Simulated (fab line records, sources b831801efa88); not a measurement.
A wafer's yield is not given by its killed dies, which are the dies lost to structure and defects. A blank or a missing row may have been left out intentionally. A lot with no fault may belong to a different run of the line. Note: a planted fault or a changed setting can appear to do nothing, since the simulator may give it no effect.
What tool caused it? | flow gf180mcu | 24 lots, 72 wafers sampled, at 4 steps of a route of 602

## WHAT THE GAUGES SHOWED, per wafer
GF_STI_THK_MEAS_02. Usual: STI_OXIDATION_THK gives 10.04 nm (standard deviation 0.19).
lot  | measured    | on            | STI_OXIDATION_THK (nm) | flag
L074 | day 1 11:31 | film_metro-01 | 10.13 9.95 10.08       |
L075 | day 1 16:43 | film_metro-01 | 9.73 9.93 9.74         |
L076 | day 1 22:41 | film_metro-01 | 9.89 9.91 9.89         |
L077 | day 2 02:32 | film_metro-04 | 10.07 10.14 10.08      |
L078 | day 2 07:31 | film_metro-04 | 10.01 10.11 9.96       |
L079 | day 2 12:32 | film_metro-04 | 9.95 9.80 9.62         |
L080 | day 2 18:48 | film_metro-03 | 10.07 9.93 10.02       |
L081 | day 2 22:31 | film_metro-03 | 9.85 9.96 9.87         |
L082 | day 3 03:55 | film_metro-03 | 10.07 10.06 10.18      |
L083 | day 3 08:31 | film_metro-03 | 10.33 10.47 10.54      |
L084 | day 3 13:31 | film_metro-01 | 10.16 10.31 10.40      |
L085 | day 3 18:31 | film_metro-03 | 10.19 10.05 9.94       |
L086 | day 3 23:43 | film_metro-04 | 9.96 10.08 10.20       |
L087 | day 4 05:00 | film_metro-01 | 9.98 10.11 10.10       |
L088 | day 4 11:53 | film_metro-01 | 10.09 9.96 9.83        |
L089 | day 4 15:02 | film_metro-01 | 10.23 10.35 10.24      |
L090 | day 4 19:31 | film_metro-04 | 9.61 9.83 9.66         |
L091 | day 5 00:38 | film_metro-03 | 10.12 10.01 10.10      |
L092 | day 5 05:31 | film_metro-03 | 9.89 10.04 10.17       |
L093 | day 5 10:56 | film_metro-01 | 9.99 9.94 9.79         |
L094 | day 5 15:31 | film_metro-04 | 10.20 10.14 10.03      |
L095 | day 5 20:32 | film_metro-04 | 9.94 9.98 9.94         |
L096 | day 6 03:19 | film_metro-01 | 10.20 10.12 10.14      |
L097 | day 6 06:40 | film_metro-03 | 10.10 10.09 9.94       |

GF_M1_THK_MEAS_06: measures by xrf. Usual: M1_ALCU_THK gives 446 nm (standard deviation 5.8).
lot  | measured     | on            | M1_ALCU_THK (nm) | flag
L074 | day 15 08:20 | film_metro-01 | 451 449 450      |
L075 | day 15 14:00 | film_metro-01 | 448 442 447      |
L076 | day 16 08:11 | film_metro-02 | 456 445 451      |
L077 | day 16 10:06 | film_metro-02 | 443 442 448      |
L078 | day 16 16:23 | film_metro-02 | 446 446 444      |
L079 | day 17 01:12 | film_metro-02 | 453 450 443      |
L080 | day 19 20:36 | film_metro-01 | 439 438 439      |
L081 | day 20 00:10 | film_metro-01 | 455 454 459      |
L082 | day 20 03:10 | film_metro-02 | 440 439 441      |
L083 | day 20 07:26 | film_metro-04 | 444 446 457      |
L084 | day 20 04:05 | film_metro-04 | 450 447 443      |
L085 | day 20 09:28 | film_metro-02 | 439 435 437      |
L086 | day 20 10:56 | film_metro-01 | 451 446 447      |
L087 | day 21 00:44 | film_metro-02 | 450 442 450      |
L088 | day 21 22:44 | film_metro-01 | 447 440 438      |
L089 | day 22 00:41 | film_metro-02 | 443 436 440      |
L090 | day 22 07:13 | film_metro-01 | 455 454 444      |
L091 | day 22 19:19 | film_metro-02 | 438 441 437      |
L092 | day 23 06:18 | film_metro-01 | 447 443 446      |
L093 | day 23 23:08 | film_metro-04 | 447 439 446      |
L094 | day 23 22:07 | film_metro-01 | 452 446 449      |
L095 | day 24 07:08 | film_metro-02 | 449 444 452      |
L096 | day 24 20:02 | film_metro-01 | 452 450 452      |
L097 | day 24 19:09 | film_metro-01 | 449 450 455      |

GF_V2_THK_MEAS_25: measures by xrf. Usual: V2_W_THK gives 355 nm (standard deviation 7).
lot  | measured     | on            | V2_W_THK (nm) | flag
L074 | day 19 11:16 | film_metro-03 | 365 355 357   |
L075 | day 19 16:01 | film_metro-03 | 348 354 347   |
L076 | day 20 14:07 | film_metro-02 | 353 361 345   |
L077 | day 20 15:04 | film_metro-04 | 351 352 353   |
L078 | day 20 22:17 | film_metro-02 | 341 355 352   |
L079 | day 21 08:04 | film_metro-02 | 346 352 350   |
L080 | day 24 00:31 | film_metro-03 | 361 365 366   |
L081 | day 24 04:08 | film_metro-04 | 354 343 347   |
L082 | day 24 05:26 | film_metro-03 | 367 354 363   |
L083 | day 24 09:10 | film_metro-03 | 357 367 358   |
L084 | day 24 07:20 | film_metro-03 | 361 363 347   |
L085 | day 24 11:53 | film_metro-02 | 340 354 351   |
L086 | day 24 12:43 | film_metro-03 | 360 362 359   |
L087 | day 25 01:07 | film_metro-03 | 349 362 360   |
L088 | day 25 21:02 | film_metro-02 | 343 356 358   |
L089 | day 25 22:37 | film_metro-03 | 360 346 357   |
L090 | day 26 04:09 | film_metro-04 | 356 369 353   |
L091 | day 26 14:10 | film_metro-02 | 342 341 353   |
L092 | day 27 00:17 | film_metro-04 | 357 363 366   |
L093 | day 27 14:41 | film_metro-04 | 360 350 357   |
L094 | day 27 14:17 | film_metro-02 | 353 354 351   |
L095 | day 27 22:57 | film_metro-03 | 356 348 361   |
L096 | day 28 09:58 | film_metro-04 | 366 364 364   |
L097 | day 28 09:37 | film_metro-04 | 359 362 359   |

## WHICH TOOL RAN EACH LOT (tool, then ch and the chambers of the sampled wafers, then the start)
lot  | GF_CONTACT_SPUTTER_23
L074 | pvd_sputter-03, day 15 07:23
L075 | pvd_sputter-01, day 15 13:02
L076 | pvd_sputter-04, day 16 07:10
L077 | pvd_sputter-04, day 16 09:08
L078 | pvd_sputter-03, day 16 15:25
L079 | pvd_sputter-04, day 17 00:14
L080 | pvd_sputter-03, day 19 19:38
L081 | pvd_sputter-04, day 19 23:13
L082 | pvd_sputter-03, day 20 02:11
L083 | pvd_sputter-04, day 20 06:23
L084 | pvd_sputter-04, day 20 03:01
L085 | pvd_sputter-03, day 20 08:31
L086 | pvd_sputter-03, day 20 09:58
L087 | pvd_sputter-01, day 20 23:47
L088 | pvd_sputter-03, day 21 21:46
L089 | pvd_sputter-01, day 21 23:43
L090 | pvd_sputter-01, day 22 06:16
L091 | pvd_sputter-04, day 22 18:21
L092 | pvd_sputter-03, day 23 05:20
L093 | pvd_sputter-01, day 23 22:10
L094 | pvd_sputter-03, day 23 21:04
L095 | pvd_sputter-04, day 24 06:10
L096 | pvd_sputter-03, day 24 19:04
L097 | pvd_sputter-01, day 24 18:11
- GF_CONTACT_SPUTTER_23: material TiN, target thk 10 nm, time 40 s.

## AS READ BY THE TOOLS THEMSELVES (means over the sampled wafers that have a number; for cases with no such wafer, the mark the record gives instead)
GF_CONTACT_SPUTTER_23. Usual: throttle_valve_pct 30.2 %, standard deviation 0.81.
lot  | tool           | throttle_valve_pct (%) | flag
L074 | pvd_sputter-03 | 30.8                   |
L075 | pvd_sputter-01 | 29.3                   |
L076 | pvd_sputter-04 | 30.7                   |
L077 | pvd_sputter-04 | 30.0                   |
L078 | pvd_sputter-03 | 30.8                   |
L079 | pvd_sputter-04 | 30.3                   |
L080 | pvd_sputter-03 | 30.1                   |
L081 | pvd_sputter-04 | 30.3                   |
L082 | pvd_sputter-03 | 30.1                   |
L083 | pvd_sputter-04 | 30.3                   |
L084 | pvd_sputter-04 | 30.2                   |
L085 | pvd_sputter-03 | 30.4                   |
L086 | pvd_sputter-03 | 30.2                   |
L087 | pvd_sputter-01 | 29.6                   |
L088 | pvd_sputter-03 | 31.0                   |
L089 | pvd_sputter-01 | 29.1                   |
L090 | pvd_sputter-01 | 29.2                   |
L091 | pvd_sputter-04 | 30.2                   |
L092 | pvd_sputter-03 | 31.0                   |
L093 | pvd_sputter-01 | 29.3                   |
L094 | pvd_sputter-03 | 30.8                   |
L095 | pvd_sputter-04 | 30.5                   |
L096 | pvd_sputter-03 | 31.0                   |
L097 | pvd_sputter-01 | 29.9                   |

## THE ANSWER, worked out from the rows above alone
Rule: take the mean of a lot's wafers that have a number; if it is more than 3 standard deviations from the usual mean, the lot is off. A lot without any number at a reading at which 4 lots or more have one is off too. Any other lot the step has rows for is counted as sound. After the gauges, taken in route order, come the tools' own readings; for these a lot's mean is taken, as printed above. At the first step where some lot is off, the reading lying furthest off is the one used; lots without a number count as furthest.
No lot is off at any reading shown: from this, nothing can be told.

## WHAT WAS PUT IN BY THE SIMULATOR
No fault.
